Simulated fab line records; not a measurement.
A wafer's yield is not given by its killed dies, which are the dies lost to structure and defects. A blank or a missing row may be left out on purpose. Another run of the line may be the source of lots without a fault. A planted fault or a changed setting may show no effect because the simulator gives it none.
Which tool was responsible?	flow gf180mcu	Sampling: 14 lots, 42 wafers, 4 of 602 route steps

== WHAT THE GAUGES SHOWED, per wafer ==
GF_HV_LDD_CD_MEAS_07: the cd target is 400 nm. Usual: cd_nm 399.5 nm, standard deviation 2.3.
lot	measured	on	cd_nm (nm)	flag
L562	day 10 00:58	cd_sem-01	400.7 401.1 400.6	
L563	day 10 04:52	cd_sem-02	398.1 396.6 397.3	
L564	day 10 10:23	cd_sem-02	401.8 399.7 398.8	
L566	day 11 06:49	cd_sem-01	404.2 401.8 400.5	
L568	day 11 21:31	cd_sem-01	401.9 399.9 402.4	
L569	day 11 23:44	cd_sem-01	401.1 402.1 398.0	
L570	day 12 10:35	cd_sem-01	398.7 398.1 398.6	
L578	day 14 21:52	cd_sem-01	402.7 401.2 401.4	
L579	day 15 04:13	cd_sem-02	397.2 397.5 397.8	
L581	day 15 19:06	cd_sem-02	399.1 401.1 401.1	
L582	day 16 01:41	cd_sem-01	396.6 397.0 397.2	
L583	day 16 10:13	cd_sem-02	398.2 397.4 396.4	
L584	day 16 15:50	cd_sem-02	399.6 398.0 396.9	
L585	day 17 01:12	cd_sem-01	400.8 401.2 400.7	

GF_HV_LDD_OVL_MEAS_08. Usual: HV_LDD_OVL -1.3 nm, standard deviation 1.9.
lot	measured	on	HV_LDD_OVL (nm)	flag
L562	day 10 01:04	overlay-01	-1.4 -2.3 -0.4	
L563	day 10 04:58	overlay-01	1.4 0.2 -1.9	
L564	day 10 10:31	overlay-02	-2.5 -1.3 -2.9	
L566	day 11 06:55	overlay-02	-1.5 0.9 1.0	
L568	day 11 21:37	overlay-02	-0.5 -3.4 -0.2	
L569	day 11 23:52	overlay-02	-3.6 -3.1 -4.6	
L570	day 12 10:43	overlay-02	0.7 0.3 0.2	
L578	day 14 21:58	overlay-01	-3.2 -2.4 -1.3	
L579	day 15 04:19	overlay-01	-1.8 -3.1 -1.9	
L581	day 15 19:10	overlay-01	1.8 0.8 0.6	
L582	day 16 01:46	overlay-02	-3.9 -1.4 -3.2	
L583	day 16 10:19	overlay-01	-1.7 0.4 0.2	
L584	day 16 15:58	overlay-02	0.4 0.4 0.6	
L585	day 17 01:16	overlay-01	-0.5 0.0 0.2	

== WHAT TOOL EACH LOT RAN ON (gives the tool, then ch and the chambers of the sampled wafers, and finally the start) ==
lot	GF_POLY_GATE_ETCH_13	GF_POLY_GATE_OXIDATION_16
L562	rie_si-01 ch 0,1,2, day 9 05:58	furnace-01 ch 0, day 9 06:11
L563	rie_si-01 ch 0,2,3, day 9 09:42	furnace-01 ch 0, day 9 10:17
L564	rie_si-01 ch 1,2,3, day 9 15:30	furnace-02 ch 0, day 9 15:43
L566	rie_si-02 ch 1,2, day 10 08:14	furnace-01 ch 0, day 10 11:07
L568	rie_si-01 ch 0,2,3, day 11 01:25	furnace-01 ch 0, day 11 01:41
L569	rie_si-01 ch 0,1,3, day 11 03:41	furnace-01 ch 0, day 11 03:54
L570	rie_si-02 ch 0,1,3, day 11 13:16	furnace-01 ch 0, day 11 13:56
L578	rie_si-01 ch 0,1, day 13 23:35	furnace-02 ch 0, day 13 23:48
L579	rie_si-01 ch 1,3, day 14 05:31	furnace-02 ch 0, day 14 05:47
L581	rie_si-02 ch 0,2,3, day 14 19:40	furnace-01 ch 0, day 14 19:53
L582	rie_si-02 ch 0,1,2, day 15 02:40	furnace-02 ch 0, day 15 02:53
L583	rie_si-01 ch 0,1,2, day 15 10:29	furnace-01 ch 0, day 15 11:16
L584	rie_si-01 ch 0,1,2, day 15 16:13	furnace-02 ch 0, day 15 16:26
L585	rie_si-01 ch 0,1,3, day 16 00:16	furnace-02 ch 0, day 16 01:31
- GF_POLY_GATE_ETCH_13: etches poly-Si in HBr/Cl2, stops on SiO2, target depth 198.5 nm, time 69.6 s.
- GF_POLY_GATE_OXIDATION_16: stabilise 600 s, purge 300 s, target thk 4 nm.

== AS READ BY THE TOOLS THEMSELVES (means over the sampled wafers that have a number; for cases with no such wafer, the mark the record gives instead) ==
GF_POLY_GATE_ETCH_13. Usual: bias_w 99.99 W, standard deviation 0.29; drypump_motor_current_A 5.5 A, standard deviation 0.45; oes_product_au 0.994 a.u., standard deviation 0.0068; throttle_valve_pct 33.686 %, standard deviation 0.0089.
lot	tool	bias_w (W)	drypump_motor_current_A (A)	oes_product_au (a.u.)	throttle_valve_pct (%)	flag
L562	rie_si-01	100.09	5.5	0.988	33.684	
L563	rie_si-01	99.89	5.3	0.995	33.685	
L564	rie_si-01	99.90	5.7	0.993	33.684	
L566	rie_si-02	100.02	5.3	0.989	33.691	
L568	rie_si-01	100.09	5.3	0.994	33.685	
L569	rie_si-01	100.10	5.5	0.994	33.685	
L570	rie_si-02	99.90	5.5	0.992	33.685	
L578	rie_si-01	100.19	5.6	1.004	33.683	
L579	rie_si-01	99.97	5.7	0.993	33.688	
L581	rie_si-02	99.56	5.6	0.993	33.694	
L582	rie_si-02	100.04	5.7	0.996	33.679	
L583	rie_si-01	100.03	5.5	1.000	33.691	
L584	rie_si-01	100.13	5.5	0.997	33.684	
L585	rie_si-01	99.99	5.5	0.996	33.680	

GF_POLY_GATE_OXIDATION_16. Usual: tube_center_temp_C 850 C, standard deviation 0.076; tube_center_temp_C_max 852.2, standard deviation 0.39.
lot	tool	tube_center_temp_C (C)	tube_center_temp_C_max	flag
L562	furnace-01	850	852.3	
L563	furnace-01	850	851.7	
L564	furnace-02	850	852.2	
L566	furnace-01	850	852.0	
L568	furnace-01	852	853.5	OFF
L569	furnace-01	852	854.0	OFF
L570	furnace-01	852	854.0	OFF
L578	furnace-02	850	852.3	
L579	furnace-02	850	852.4	
L581	furnace-01	850	852.3	
L582	furnace-02	850	851.8	
L583	furnace-01	850	851.7	
L584	furnace-02	850	852.3	
L585	furnace-02	850	852.3	

== THE ANSWER, worked out from the rows above alone ==
Rule: a lot is off if the mean of its wafers that have a number lies more than 3 standard deviations from the usual mean. Also off: a lot with no number at a reading for which 4 or more lots have one. All remaining lots with rows at the step are treated as sound. After the gauges, taken in route order, come the tools' own readings; for these a lot's mean is taken, as printed above. At the first step where some lot is off, the reading lying furthest off is the one used; lots without a number count as furthest.
Off at GF_POLY_GATE_OXIDATION_16 (tube_center_temp_C): L568, L569, L570.
A tool fits if, at that step or a process step before it, it ran every lot that is off, and no sound lot after the first of them. No candidate that was tried fits.

== WHAT HAD BEEN PUT IN BY THE SIMULATOR ==
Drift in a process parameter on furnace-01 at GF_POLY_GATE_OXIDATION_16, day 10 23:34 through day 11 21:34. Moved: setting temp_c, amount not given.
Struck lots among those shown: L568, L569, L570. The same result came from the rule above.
